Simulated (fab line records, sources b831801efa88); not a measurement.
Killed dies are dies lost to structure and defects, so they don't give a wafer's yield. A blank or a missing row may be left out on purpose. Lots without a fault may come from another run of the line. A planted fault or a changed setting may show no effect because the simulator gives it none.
Which tool did it? | flow gf180mcu | 11 lots, 33 wafers sampled, at 3 steps of a route of 602

WHAT THE GAUGES READ, wafer by wafer
GF_V1_THK_MEAS_03.
lot  | measured     | on            | V1_CVD_02_THK (nm)
L433 | day 17 01:57 | film_metro-01 | 846 851 862
L434 | day 17 12:15 | film_metro-04 | 839 854 847
L436 | day 18 03:22 | film_metro-01 | 855 839 854
L437 | day 19 01:16 | film_metro-03 | 848 840 857
L438 | day 19 04:07 | film_metro-01 | 852 837 850
L440 | day 20 19:09 | film_metro-04 | 850 851 865
L443 | day 21 16:11 | film_metro-01 | 871 875 859
L444 | day 21 23:56 | film_metro-03 | 846 852 855
L450 | day 23 17:43 | film_metro-04 | 395 852 839 395 852 838
L455 | day 25 06:14 | film_metro-04 | 825 840 853
L456 | day 25 08:13 | film_metro-03 | 860 869 880

WHICH TOOL RAN EACH LOT (tool, then ch and the chambers of the sampled wafers, then the start)
lot  | GF_CONTACT_CMP_04             | GF_V1_CVD_02
L433 | cmp-01 ch 0,1,2, day 15 02:08 | pecvd-04 ch 0,1, day 17 01:52
L434 | cmp-01 ch 0,3, day 15 12:50   | pecvd-02 ch 1,2, day 17 12:10
L436 | cmp-02 ch 1,3, day 16 02:46   | pecvd-02 ch 0,1, day 18 03:18
L437 | cmp-02 ch 0,1,2, day 16 23:55 | pecvd-01 ch 0,1, day 19 01:11
L438 | cmp-02 ch 0,1,3, day 17 01:28 | pecvd-01 ch 0,1,2, day 19 04:02
L440 | cmp-02 ch 0,1, day 18 15:11   | pecvd-01 ch 0,2, day 20 19:05
L443 | cmp-02 ch 0,3, day 19 13:04   | pecvd-01 ch 0,1,2, day 21 16:07
L444 | cmp-01 ch 0,3, day 19 20:56   | pecvd-02 ch 0,1,2, day 21 23:52
L450 | cmp-02 ch 1,2, day 21 16:35   | pecvd-02 ch 0,1,2, day 23 17:38
L455 | cmp-02 ch 1,2,3, day 23 06:56 | pecvd-01 ch 1,2, day 25 06:08
L456 | cmp-02 ch 2,3, day 23 10:22   | pecvd-04 ch 0,2, day 25 08:07
- GF_CONTACT_CMP_04: polishes SiO2.
- GF_V1_CVD_02: deposits SiO2 from TEOS, target thk 850 nm, time 94.851 s.

THE ANSWER, worked out from the rows above alone
Rule: what is usual is taken from the lots themselves. Put in order of their means at a reading, lots are off if they are a third of the lots or fewer, leave a main group of 4 or more, and stand apart from it by a gap of 3 or more times the standard deviation of the main group's means; of several such gaps the widest counts. A main group whose means are all the same, to the digits that the tables above print for the reading, isn't used. A lot without any number at a reading at which 4 lots or more have one is off too. The other lots that the step has rows for count as sound.
Off: L450, at GF_V1_THK_MEAS_03 (V1_CVD_02_THK). The main group: mean 853 nm, standard deviation 9.1.
A tool fits if, at a process step before that reading, it ran every lot that is off, and no sound lot after the first of them. The gauges at GF_V1_THK_MEAS_03 are tried like those tools. One fits: pecvd-02 at GF_V1_CVD_02. Its last sound lot is L444 (day 21 23:52), its first lot that is off L450 (day 23 17:38): a fault that began between those two fits.

WHAT THE SIMULATOR HAD PUT IN
Process parameter drift: pecvd-02, from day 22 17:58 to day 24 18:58, at GF_V1_CVD_02. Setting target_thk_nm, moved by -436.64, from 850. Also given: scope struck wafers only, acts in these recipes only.
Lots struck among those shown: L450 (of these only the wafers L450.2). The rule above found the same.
